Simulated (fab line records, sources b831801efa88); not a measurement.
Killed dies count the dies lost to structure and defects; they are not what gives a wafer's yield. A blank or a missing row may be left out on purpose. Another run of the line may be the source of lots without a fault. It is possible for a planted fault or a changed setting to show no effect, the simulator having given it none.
The same fault as seen by 2 desks	flow sky130	every desk sees just its own numbers, and what lay behind them comes last

== METROLOGY DESK ==
Lot by lot, what the gauges showed, no matter which tool ran the lot: averages of those sampled wafers that carry a number. Any lot whose mean is over 4 standard deviations away from the usual mean is out of limits and marked OUT; that distance is given in the brackets.
Columns: A = LDD_HVP_TW at SKY_LDD_HVP_TW_MEAS_10, usual 460.0; B = SD_N_TW at SKY_SD_N_TW_MEAS_12, usual 3995
lot	first seen here	A	B
L438	day 21 20:47	462.4	3950
L440	day 22 18:05	460.9	4032
L442	day 23 12:01	459.3	4060
L443	day 23 20:35	453.9	3942
L444	day 24 05:45	461.6	3965
L445	day 24 15:17	459.4	3963
L446	day 24 19:41	460.5	3984
L447	day 25 04:17	457.6	3966
L449	day 26 00:02	459.8	3943
L450	day 26 08:01	454.2	3913
L460	day 30 09:08	460.2	4054
This desk's finding: nothing out of limits on any of the 11 lots.

== TOOL OWNER'S DESK, cmp-01 ==
The tool's own readings at SKY_VIA3_CMP_02 (polishes SiO2): means of the sampled wafers that have a number, for each lot that ran on this tool. Any lot whose mean is over 4 standard deviations away from the usual mean is out of limits and marked OUT; that distance is given in the brackets.
Columns: A = motor current A at SKY_VIA3_CMP_02, usual 11.9 A; B = retaining ring pressure frac at SKY_VIA3_CMP_02, usual 1.000
lot	first seen here	A	B
L443	day 40 08:12	12.2	1.002
L446	day 41 03:40	12.7	0.995
L447	day 41 10:57	12.4	0.998
L449	day 42 05:01	13.5	0.997
This desk's finding: nothing out of limits on any of the 4 lots.

== TAKEN TOGETHER ==
The metrology desk saw nothing out of limits.
Nothing out of limits was seen by the tool owner's desk.

== WHAT THE SIMULATOR PUT IN ==
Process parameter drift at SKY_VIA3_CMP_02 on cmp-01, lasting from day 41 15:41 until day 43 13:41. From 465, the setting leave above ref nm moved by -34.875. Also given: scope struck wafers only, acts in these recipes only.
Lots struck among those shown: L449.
